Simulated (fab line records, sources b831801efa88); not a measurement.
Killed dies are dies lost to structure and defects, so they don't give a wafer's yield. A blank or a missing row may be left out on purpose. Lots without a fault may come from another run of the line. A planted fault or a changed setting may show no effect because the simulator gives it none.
Which tool did it? | flow gf180mcu | 13 lots, 39 wafers sampled, at 2 steps of a route of 602

WHAT THE GAUGES READ, wafer by wafer
GF_CONTACT_THK_MEAS_26: measures by xrf. Usual: CONTACT_W_THK 296 nm, standard deviation 4.4.
lot  | measured     | on            | CONTACT_W_THK (nm) | flag
L465 | day 16 15:47 | film_metro-04 | 290 296 291        |
L466 | day 16 20:21 | film_metro-04 | 300 299 300        |
L468 | day 17 23:34 | film_metro-01 | 290 291 300        |
L469 | day 18 02:19 | film_metro-04 | 297 296 289        |
L470 | day 18 14:08 | film_metro-01 | 304 305 304        |
L471 | day 18 19:19 | film_metro-02 | 297 292 299        |
L472 | day 19 05:36 | film_metro-02 | 293 290 298        |
L473 | day 19 08:14 | film_metro-02 | 292 291 292        |
L477 | day 21 05:27 | film_metro-02 | 299 296 298        |
L478 | day 21 14:05 | film_metro-01 | 300 299 302        |
L482 | day 22 22:48 | film_metro-02 | 296 299 299        |
L486 | day 24 04:18 | film_metro-02 | 298 302 297        |
L487 | day 24 11:05 | film_metro-04 | 301 297 301        |

GF_V1_CD_MEAS_14: target cd 260 nm. Usual: cd_nm 259.9 nm, standard deviation 1.1.
lot  | measured     | on        | cd_nm (nm)        | flag
L465 | day 18 17:11 | cd_sem-02 | 260.2 259.9 260.3 |
L466 | day 18 20:34 | cd_sem-01 | 260.8 260.1 260.4 |
L468 | day 20 02:43 | cd_sem-02 | 259.8 259.3 260.1 |
L469 | day 20 04:51 | cd_sem-01 | 259.8 258.5 258.5 |
L470 | day 20 17:19 | cd_sem-02 | 258.2 258.2 258.7 |
L471 | day 20 21:55 | cd_sem-02 | 260.7 260.0 260.9 |
L472 | day 21 08:04 | cd_sem-01 | 259.5 261.3 259.5 |
L473 | day 21 09:59 | cd_sem-02 | 261.8 261.7 262.1 |
L477 | day 23 06:42 | cd_sem-01 | 261.1 260.5 261.1 |
L478 | day 23 14:54 | cd_sem-02 | 259.1 258.6 258.5 |
L482 | day 24 21:05 | cd_sem-01 | 259.5 259.1 258.5 |
L486 | day 26 01:13 | cd_sem-02 | 260.1 259.6 259.8 |
L487 | day 26 08:58 | cd_sem-02 | 260.1 260.0 259.4 |

WHICH TOOL RAN EACH LOT (tool, then ch and the chambers of the sampled wafers, then the start)
The record holds no process step before these readings.

WHAT THE TOOLS THEMSELVES READ (means of the sampled wafers that have a number; where no wafer has one, the mark that the record gives instead)
The record holds no such reading with a usual standard deviation.

THE ANSWER, worked out from the rows above alone
Rule: a lot is off if the mean of its wafers that have a number lies more than 3 standard deviations from the usual mean. A lot without any number at a reading at which 4 lots or more have one is off too. The other lots that the step has rows for count as sound. The gauges are gone through in route order, then the tools' own readings, and for those a lot's mean is taken as printed above. The first step at which some lot is off is used, and at that step the reading that is off furthest; a lot without a number counts as furthest.
No lot is off at any reading shown: from this, nothing can be told.

WHAT THE SIMULATOR HAD PUT IN
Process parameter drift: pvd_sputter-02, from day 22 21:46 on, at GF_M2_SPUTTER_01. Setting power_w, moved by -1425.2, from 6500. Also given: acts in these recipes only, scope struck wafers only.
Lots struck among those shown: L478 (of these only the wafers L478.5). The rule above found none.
